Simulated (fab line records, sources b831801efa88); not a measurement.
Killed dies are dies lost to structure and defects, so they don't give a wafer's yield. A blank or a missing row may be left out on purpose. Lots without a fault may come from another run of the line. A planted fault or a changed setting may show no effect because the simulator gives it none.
fab line records | flow sky130
record lots=7 wafers=20 last_day=51
route steps=708 shown METAL4@627 VIA4@639
lots that met no fault: from a run of the same line without faults
start_h: hours from the record's first day to the start of the lot's first wafer shown | wait_h: hours since the lot's step before | " the same as in the row above | L1.1+2: a row that stands for several wafers | - no value, or no start given | * or withheld: withheld | < > ~ a bound
route shown NAME@n: a module of which the file shows steps, and the number in the route of the first | usual: mean/standard deviation of fault-free wafers | same: alike in all rows | chamber/n: place in a boat | sites: the reading at each site | _std_site: their standard deviation | _edge_site: outer sites' mean less inner sites' | radius_mm: how far each site lies from the wafer's centre | mask NAME#n: copy n | behind: the tool/chamber that last shaped the wafer | hold: why the lot was held/for how many hours/how that ended | device: the transistor (n, p or np) that didn't switch | end of line: the same wafers' tests at the end of the route | a step without rows: its recipe alone | killed: dies lost to structure and defects at the first sort, not the wafer's yield | map: a wafer's dies, x killed, . not, _ none there
set.NAME: the setting as run; set.NAME@STEP: as run at that earlier step | model.NAME: the simulator's own value behind a step, which no gauge read
lots at some steps of the route; a table a step, a row a wafer
services: from which hour (start_h, from the record's first day; less than 0 if before it) a tool's chamber was out of use, for how many hours, and why
## steps
# step SKY_METAL4_PEB_11
# recipe peb_temp_c=withheld peb_time_s=withheld resist=KrF-thick
# step SKY_METAL4_DEVELOP_12
# recipe develop_time_s=60 resist=KrF-thick dev_temp_c=21
# step SKY_METAL4_CD_MEAS_13
# recipe target_cd_nm=300
# usual cd_nm=299.6/1.2
# columns lot.wafer tool chamber start_h wait_h cd_nm
L545.2 cd_sem-01 - 1033.84 - 299.3
L545.4 " - " " 299.5
L545.5 " - " " 298.2
L546.4 cd_sem-02 - 1047.20 - 301.4
L546.5 " - " " 304.0
L546.6 " - " " 301.6
L548.4 cd_sem-02 - 1052.90 - 301.2
L548.5 " - " " 301.3
L559.1 cd_sem-02 - 1125.74 - 299.4
L559.2 " - " " 298.9
L559.3 " - " " 298.5
L560.1 cd_sem-02 - 1126.97 - 300.0
L560.2 " - " " 298.3
L560.6 " - " " 299.9
L562.2 cd_sem-02 - 1136.89 - 301.1
L562.5 " - " " 301.0
L562.6 " - " " 300.6
L563.1 cd_sem-02 - 1137.84 - 299.0
L563.2 " - " " 298.6
L563.5 " - " " 298.2
# step SKY_METAL4_OVL_MEAS_14
# usual METAL4_OVL=2/4.6
# columns lot.wafer tool chamber start_h wait_h METAL4_OVL[nm]
L545.2 overlay-02 - 1033.94 0.1 10
L545.4 " - " " 12
L545.5 " - " " 2
L546.4 overlay-01 - 1047.28 0.1 1
L546.5 " - " " -3
L546.6 " - " " 5
L548.4 overlay-01 - 1052.98 0.1 1
L548.5 " - " " 0
L559.1 overlay-01 - 1125.86 0.1 -1
L559.2 " - " " 1
L559.3 " - " " 3
L560.1 overlay-01 - 1127.09 0.1 -4
L560.2 " - " " -1
L560.6 " - " " 10
L562.2 overlay-01 - 1136.99 0.1 6
L562.5 " - " " 5
L562.6 " - " " 2
L563.1 overlay-01 - 1137.96 0.1 -6
L563.2 " - " " 2
L563.5 " - " " 2
# step SKY_METAL4_DESCUM_15
# recipe chemistry=O2 source_power_w=150 bias_power_w=0 pressure_mtorr=10 temp_c=40 time_s=8
# step SKY_METAL4_ETCH_16
# recipe chemistry=N2/H2 target=BARC ion_energy_ev=200 bias_w=100 pressure_mtorr=30 n2_flow_sccm=100 h2_flow_sccm=200 icp_w=500 stop_on=SiO2 time_s=88.2 target_depth_a=600
# usual drypump_motor_current_A=5.7/0.4 oes_product_au=0.625/0.0043 rf_fwd_power_W=496.9/1.4 throttle_valve_pct=13.203/0.0087
# columns lot.wafer tool chamber start_h wait_h drypump_motor_current_A oes_product_au rf_fwd_power_W rf_hours_counter_h throttle_valve_pct
L545.2 rie_metal-04 0 1034.00 0.0 6.3 0.620 496.6 0 13.213
L545.4 " 0 " " 6.3 0.628 497.7 - 13.206
L545.5 " 1 " " 5.2 0.628 495.6 - 13.217
L546.4 rie_metal-04 1 1047.36 0.0 5.2 0.623 495.2 - 13.202
L546.5 " 1 " " 5.2 0.626 495.4 - 13.211
L546.6 " 0 " " 6.3 0.628 495.8 - 13.205
L548.4 rie_metal-03 0 1053.06 0.0 6.2 0.617 497.4 - 13.201
L548.5 " 0 " " 6.3 0.633 497.4 - 13.192
L559.1 rie_metal-04 1 1125.92 0.0 5.2 0.621 499.5 22 13.207
L559.2 " 0 " " 6.3 0.629 495.8 7 13.206
L559.3 " 0 " " 6.3 0.627 494.8 - 13.210
L560.1 rie_metal-01 0 1127.15 0.0 5.7 0.627 499.0 15 13.204
L560.2 " 1 " " 5.7 0.633 496.3 18 13.207
L560.6 " 1 " " 5.7 0.618 496.7 - 13.195
L562.2 rie_metal-03 0 1137.05 0.0 6.3 0.624 498.5 0 13.197
L562.5 " 0 " " 6.3 0.628 498.8 - 13.211
L562.6 " 1 " " 5.4 0.628 495.1 - 13.221
L563.1 rie_metal-01 1 1138.03 0.0 5.7 0.627 499.3 19 13.206
L563.2 " 0 " " 5.7 0.634 494.1 16 13.211
L563.5 " 0 " " 5.6 0.619 497.0 - 13.213
# step SKY_METAL4_ETCH_17
# recipe target=SiO2 stop_on=TiN chemistry=C4F8/O2/Ar source_w=1500 bias_w=1200 pressure_mtorr=40 c4f8_flow_sccm=withheld O2_flow_sccm=6 Ar_flow_sccm=300 time_s=3.9 target_depth_a=150
# usual oes_product_au=0.754/0.0087 rf_fwd_power_W=1471/8.2
# columns lot.wafer tool chamber start_h wait_h oes_product_au rf_fwd_power_W rf_hours_counter_h
L545.2 rie_diel-04 3 1034.10 0.1 0.755 1461 22
L545.4 " 1 " " 0.749 1471 4
L545.5 " 2 " " 0.748 1491 -
L546.4 rie_diel-04 2 1047.43 0.0 0.750 1479 16
L546.5 " 1 " " 0.751 1473 -
L546.6 " 0 " " 0.752 1478 -
L548.4 rie_diel-04 0 1053.13 0.0 0.753 1483 17
L548.5 " 3 " " 0.749 1471 -
L559.1 rie_diel-03 1 1126.02 0.1 0.743 1466 13
L559.2 " 0 " " 0.751 1456 1
L559.3 " 3 " " 0.744 1462 11
L560.1 rie_diel-03 3 1127.25 0.1 0.760 1466 11
L560.2 " 2 " " 0.758 1479 17
L560.6 " 2 " " 0.772 1481 -
L562.2 rie_diel-04 2 1137.15 0.1 0.747 1483 19
L562.5 " 1 " " 0.749 1464 -
L562.6 " 2 " " 0.756 1480 -
L563.1 rie_diel-03 1 1138.13 0.1 0.750 1470 13
L563.2 " 3 " " 0.771 1463 12
L563.5 " 1 " " 0.762 1465 -
# step SKY_METAL4_METAL_ETCH_18
# recipe target_depth_a=8450 stop_on=SiO2 over_etch_frac=0.3 time_s=183.1 chemistry=Cl2/BCl3 resist_sidewall_deg=88 pressure_mtorr=10 icp_w=900 bias_w=48.5 Cl2_flow_sccm=60 bcl3_flow_sccm=30
# usual bcl3_flow_sccm=30.01/0.089 drypump_motor_current_A=5.7/0.37 oes_product_au=0.867/0.0067 rf_fwd_power_W=897.1/2.8 throttle_valve_pct=22.263/0.0097
# columns lot.wafer tool chamber start_h wait_h bcl3_flow_sccm drypump_motor_current_A oes_product_au rf_fwd_power_W rf_hours_counter_h throttle_valve_pct
L545.2 rie_metal-01 0 1034.12 0.0 29.86 5.7 0.871 896.9 8 22.283
L545.4 " 0 " " 29.89 5.7 0.878 897.8 - 22.252
L545.5 " 0 " " 30.14 5.7 0.870 898.1 - 22.254
L546.4 rie_metal-03 1 1047.51 0.1 29.89 5.4 0.874 893.6 - 22.257
L546.5 " 0 " " 29.80 6.3 0.875 898.1 - 22.284
L546.6 " 1 " " 30.00 5.4 0.868 894.0 - 22.265
L548.4 rie_metal-01 0 1053.21 0.1 30.05 5.7 0.873 898.9 - 22.287
L548.5 " 0 " " 29.97 5.7 0.865 900.0 - 22.250
L559.1 rie_metal-03 1 1126.04 0.0 29.96 5.4 0.866 897.1 27 22.267
L559.2 " 1 " " 30.02 5.4 0.865 897.2 - 22.278
L559.3 " 1 " " 29.84 5.4 0.857 895.1 - 22.271
L560.1 rie_metal-04 1 1127.27 0.0 30.06 5.2 0.876 897.8 23 22.266
L560.2 " 0 " " 30.21 6.3 0.858 899.1 7 22.252
L560.6 " 1 " " 30.12 5.2 0.873 895.8 - 22.259
L562.2 rie_metal-04 0 1137.17 0.0 30.03 6.3 0.874 896.2 8 22.261
L562.5 " 1 " " 30.01 5.2 0.879 896.7 - 22.261
L562.6 " 0 " " 30.11 6.3 0.860 894.5 - 22.272
L563.1 rie_metal-04 0 1138.15 0.0 29.99 6.3 0.861 897.0 8 22.270
L563.2 " 1 " " 30.04 5.2 0.868 896.2 24 22.270
L563.5 " 0 " " 29.89 6.3 0.859 897.3 - 22.259
# step SKY_METAL4_STRIP_19
# recipe chemistry=O2/N2 power_w=1400 pressure_mtorr=1500 platen_temp_c=withheld o2_flow_sccm=3000 n2_flow_sccm=300 overash_fraction=0.5
# usual drypump_motor_current_A=5.8/0.48 oes_product_au=0.506/0.0062 strip_time_to_endpoint_s=6.61/0.11
# columns lot.wafer tool chamber start_h wait_h drypump_motor_current_A oes_product_au rf_hours_counter_h strip_time_to_endpoint_s
L545.2 plasma_asher-03 1 1034.30 0.1 6.1 0.498 58 6.41
L545.4 " 0 " " 5.4 0.500 - 6.43
L545.5 " 0 " " 5.4 0.495 - 6.47
L546.4 plasma_asher-04 1 1047.66 0.1 6.1 0.502 - 6.72
L546.5 " 0 " " 6.5 0.511 - 6.72
L546.6 " 1 " " 6.1 0.506 - 6.73
L548.4 plasma_asher-01 0 1053.36 0.1 5.0 0.501 - 6.41
L548.5 " 0 " " 5.0 0.503 - 6.43
L559.1 plasma_asher-01 1 1126.40 0.3 5.8 0.504 102 6.68
L559.2 " 0 " " 5.0 0.513 102 6.70
L559.3 " 0 " " 5.0 0.516 - 6.71
L560.1 plasma_asher-03 1 1127.45 0.1 6.1 0.509 67 6.72
L560.2 " 0 " " 5.3 0.511 67 6.64
L560.6 " 0 " " 5.3 0.512 - 6.73
L562.2 plasma_asher-04 1 1137.35 0.1 6.1 0.508 37 6.57
L562.5 " 1 " " 6.1 0.504 - 6.63
L562.6 " 0 " " 6.4 0.494 - 6.52
L563.1 plasma_asher-03 1 1138.33 0.1 6.1 0.510 68 6.63
L563.2 " 0 " " 5.4 0.506 68 6.71
L563.5 " 0 " " 5.4 0.506 - 6.58
# step SKY_METAL4_STRIP_20
# recipe chemistry=post_etch_residue_remover time_s=1200 temp_c=72.5
# step SKY_METAL4_CLEAN_21
# recipe chemistry=IPA time_s=180 temp_c=25
# step SKY_METAL4_CLEAN_22
# recipe chemistry=O3/DIW dry=n2_spin
# step SKY_VIA4_HDPCVD_00
# recipe material=SiO2 target_thk_nm=1750 sigma_open_frac=0.3 time_s=291.7 temp_c=400 sih4_flow_sccm=60 pressure_mtorr=6
# usual run_length_s=319.5/0.66 susceptor_temp_C=400.02/0.23
# columns lot.wafer tool chamber start_h wait_h run_length_s susceptor_temp_C model.SiO2_of_VIA4_HDPCVD_00.thk_nm
L545.2 hdpcvd-02 1 1034.89 0.0 319.9 399.95 1774
L545.4 " 2 " " 318.6 400.24 1771
L545.5 " 0 " " 391.8 400.22 2226
L546.4 hdpcvd-02 0 1048.31 0.1 318.9 400.29 1778
L546.5 " 1 " " 394.0 400.00 2199
L546.6 " 2 " " 318.6 400.11 1758
L548.4 hdpcvd-02 0 1054.07 0.1 318.6 400.28 1775
L548.5 " 2 " " 392.4 399.99 2195
L559.1 hdpcvd-02 1 1126.99 0.0 320.7 399.92 1755
L559.2 " 2 " " 319.0 399.80 1756
L559.3 " 0 " " 318.4 399.90 1740
L560.1 hdpcvd-01 1 1128.04 0.0 319.8 400.29 1740
L560.2 " 2 " " 319.7 399.93 1707
L560.6 " 1 " " 319.9 400.25 1742
L562.2 hdpcvd-01 2 1137.95 0.0 320.2 400.26 1737
L562.5 " 2 " " 319.1 399.96 1721
L562.6 " 1 " " 319.8 399.98 1764
L563.1 hdpcvd-01 2 1138.92 0.0 319.0 399.71 1730
L563.2 " 1 " " 319.4 399.97 1729
L563.5 " 1 " " 319.3 400.18 1731
# step SKY_VIA4_THK_MEAS_01
# recipe reads=SiO2_of_VIA4_HDPCVD_00
# usual VIA4_HDPCVD_THK=1753/22
# columns lot.wafer tool chamber start_h wait_h VIA4_HDPCVD_THK[nm]
L545.2 film_metro-01 - 1035.08 0.1 1776
L545.4 " - " " 1771
L545.5 " - " " 2226
L546.4 film_metro-01 - 1048.43 0.0 1778
L546.5 " - " " 2200
L546.6 " - " " 1758
L548.4 film_metro-04 - 1054.19 0.0 1774
L548.5 " - " " 2196
L559.1 film_metro-04 - 1127.17 0.1 1755
L559.2 " - " " 1756
L559.3 " - " " 1741
L560.1 film_metro-04 - 1128.22 0.1 1740
L560.2 " - " " 1707
L560.6 " - " " 1743
L562.2 film_metro-03 - 1138.14 0.1 1738
L562.5 " - " " 1721
L562.6 " - " " 1766
L563.1 film_metro-04 - 1139.10 0.1 1729
L563.2 " - " " 1729
L563.5 " - " " 1731
# step SKY_VIA4_CMP_02
# recipe material=SiO2 down_force_psi=4 platen_rpm=60 pad_velocity_m_s=0.94248
# usual head_pressure_psi=4.002/0.0083 motor_current_A=11.8/0.85 slurry_flow_ml_min=150.0/0.5
# columns lot.wafer tool chamber start_h wait_h head_pressure_psi motor_current_A slurry_flow_ml_min
L545.2 cmp-02 3 1035.13 0.0 4.003 10.4 149.7
L545.4 " 2 " " 3.998 10.6 150.2
L545.5 " 3 " " 4.014 10.9 150.4
L546.4 cmp-01 1 1048.46 0.0 4.003 12.4 149.9
L546.5 " 1 " " 3.998 11.7 149.9
L546.6 " 2 " " 3.996 11.6 149.9
L548.4 cmp-01 3 1054.37 0.2 4.001 12.3 151.2
L548.5 " 1 " " 3.996 12.5 149.9
L559.2 cmp-01 3 1127.23 0.0 3.995 13.1 149.1
L559.1 " 0 " " 3.988 11.4 150.5
L559.3 " 1 " " 4.011 12.3 149.9
L560.1 cmp-01 1 1128.38 0.1 4.004 12.5 150.0
L560.2 " 2 " " 4.015 11.5 150.1
L560.6 " 0 " " 4.008 11.4 151.0
L562.2 cmp-02 2 1138.19 0.0 3.993 10.5 150.2
L562.6 " 2 " " 3.997 11.0 150.1
L562.5 " 3 " " 4.011 10.9 150.0
L563.1 cmp-02 1 1139.26 0.1 4.015 11.5 150.7
L563.2 " 2 " " 4.007 10.9 149.7
L563.5 " 3 " " 4.004 10.7 149.7
## services
# columns tool chamber start_h hours kind
rie_metal-04 0 1013.26 - clean
rie_metal-04 0 1013.26 18.1 scheduled_down
hdpcvd-02 2 1014.13 6.5 repair
rie_diel-03 0 1028.73 6.4 repair
rie_diel-03 2 1031.79 5.6 repair
rie_metal-03 1 1032.84 12.0 repair
cmp-02 - 1036.19 1.2 repair
hdpcvd-02 - 1041.89 6.0 pm
rie_metal-04 - 1051.16 2.8 pm
rie_diel-04 3 1053.67 3.0 repair
cmp-01 - 1061.00 2.9 repair
cmp-01 - 1062.38 2.5 repair
hdpcvd-02 1 1070.26 4.8 repair
rie_diel-04 - 1071.63 2.8 pm
hdpcvd-01 0 1076.46 8.0 repair
hdpcvd-02 - 1080.51 1.0 repair
hdpcvd-01 - 1082.22 6.0 pm
cmp-02 - 1085.88 0.2 repair
cmp-01 - 1089.50 4.0 pm
cmp-01 - 1107.98 2.6 repair
plasma_asher-01 - 1122.75 2.4 repair
rie_metal-04 - 1129.94 0.7 repair
plasma_asher-04 - 1130.26 2.5 repair
rie_diel-04 1 1130.31 5.7 repair
## key
first_sign step=SKY_VIA4_HDPCVD_00 reading=run_length_s direction=up sigmas=99+ usual=* struck=*
effect step=SKY_VIA4_THK_MEAS_01 reading=VIA4_HDPCVD_THK direction=up sigmas=21 usual=1753 struck=2207
model_effect step=SKY_VIA4_HDPCVD_00 value=SiO2_of_VIA4_HDPCVD_00.thk_nm without=1767 struck=2206
met_at SKY_VIA4_HDPCVD_00
struck_wafers L545.5,L546.5,L548.5
fault kind=process_parameter_drift tool=hdpcvd-02 chamber=- onset_h=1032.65 steps=SKY_VIA4_HDPCVD_00 channel=time_s offset=* shape=step end_h=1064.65 scope=struck_wafers_only acts_in=* stated=*
